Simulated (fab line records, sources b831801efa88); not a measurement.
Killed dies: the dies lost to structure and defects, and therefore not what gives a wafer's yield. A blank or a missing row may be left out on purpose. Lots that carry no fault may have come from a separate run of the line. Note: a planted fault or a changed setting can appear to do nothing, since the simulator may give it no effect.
The tool behind it: which one?	flow sky130	33 wafers sampled from 11 lots at 1 step of a route of 708

WHAT EACH GAUGE READ, for each wafer
SKY_POLY_GATE_CD_MEAS_13 targets a cd of 150 nm.
lot	measured	on	cdNm (nm)
L963	day 16 20:34	cdSem-01	149.1 150.3 150.3
L964	day 16 20:50	cdSem-01	150.7 149.6 149.8
L967	day 18 03:04	cdSem-02	152.0 150.9 151.3
L966	day 18 04:04	cdSem-02	152.4 149.8 150.7
L968	day 19 17:33	cdSem-02	146.3 149.3 147.9
L970	day 20 18:04	cdSem-02	150.0 149.5 149.3
L978	day 22 13:04	cdSem-02	152.8 153.5 153.3
L982	day 23 19:10	cdSem-02	151.9 152.1 150.6
L983	day 24 04:04	cdSem-02	150.9 149.1 148.4
L984	day 24 10:32	cdSem-01	146.9 147.4 146.6
L985	day 24 11:39	cdSem-01	148.3 148.1 148.4

EACH LOT AND THE TOOL THAT RAN IT (in order: tool; ch and the chambers of the sampled wafers; start)
The record shows no process step preceding these readings.

THE ANSWER, worked out from the rows above alone
Rule: the lots themselves supply what counts as usual. Put in order of their means at a reading, lots are off if they are a third of the lots or fewer, leave a main group of 4 or more, and stand apart from it by a gap of 3 or more times the standard deviation of the main group's means; of several such gaps the widest counts. If all means in a main group match to the digits the tables above print for the reading, that group is not used. A lot without any number at a reading at which 4 lots or more have one is off too. Where the step has rows for the other lots, those lots are counted as sound.
Nothing can be told from this: no lot is off at any reading shown.

WHAT THE SIMULATOR PUT IN
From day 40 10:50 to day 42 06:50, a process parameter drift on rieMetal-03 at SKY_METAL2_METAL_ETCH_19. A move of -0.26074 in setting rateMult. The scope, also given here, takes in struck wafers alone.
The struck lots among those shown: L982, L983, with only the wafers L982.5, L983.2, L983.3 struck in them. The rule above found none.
